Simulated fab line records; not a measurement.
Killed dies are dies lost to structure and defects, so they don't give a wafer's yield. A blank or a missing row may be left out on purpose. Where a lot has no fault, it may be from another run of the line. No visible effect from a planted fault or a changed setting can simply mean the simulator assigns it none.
Matching of chambers -- flow sky130 -- SKY_CONTACT_ETCH_17 on rie diel-04 has 4 sister chambers
The step etches SiO2 in C4F8/O2/Ar, stops on Si3N4, target depth 340 nm. 4 wafers are shown with their chamber, then 7 later ones without.

== EACH WAFER AND ITS CHAMBER ==
wafer,chamber,oes product au (a.u.)
L404.6,3,0.885
L408.1,2,0.894
L410.1,0,0.887
L410.4,1,0.891

== WAFERS WITHOUT THEIR CHAMBER ==
wafer,oes product au (a.u.)
L410.6,0.891
L412.1,0.893
L412.2,0.889
L412.3,0.890
L423.1,0.884
L423.2,0.887
L423.5,0.896

== WHICH CHAMBER EACH WENT THROUGH ==
wafer,from the rows above,in truth
L410.6,1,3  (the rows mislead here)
L412.1,can't be placed: 2 or 1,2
L412.2,can't be placed: 0 or 1 or 3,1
L412.3,can't be placed: 1 or 0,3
L423.1,can't be placed: 3 or 0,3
L423.2,can't be placed: 0 or 3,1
L423.5,2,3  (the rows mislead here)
Correct placement for 0 of the 7. Can't be placed from these rows: 5 (the true chamber is among the candidates in 3). Placed wrongly: 2.
How it was worked out, from the rows above alone: a wafer's distance from a chamber is the root of the sum, over the readings, of the square of ((its reading less the chamber's mean) divided by the reading's scatter). The wafer belongs to the nearest chamber; if the next one is less than 2 further off, it can't be placed. For every chamber, the mean is computed from those of its wafers that are shown. The scatter: root of mean squared gap, hidden wafer to nearest shown wafer, with one shown wafer a chamber.
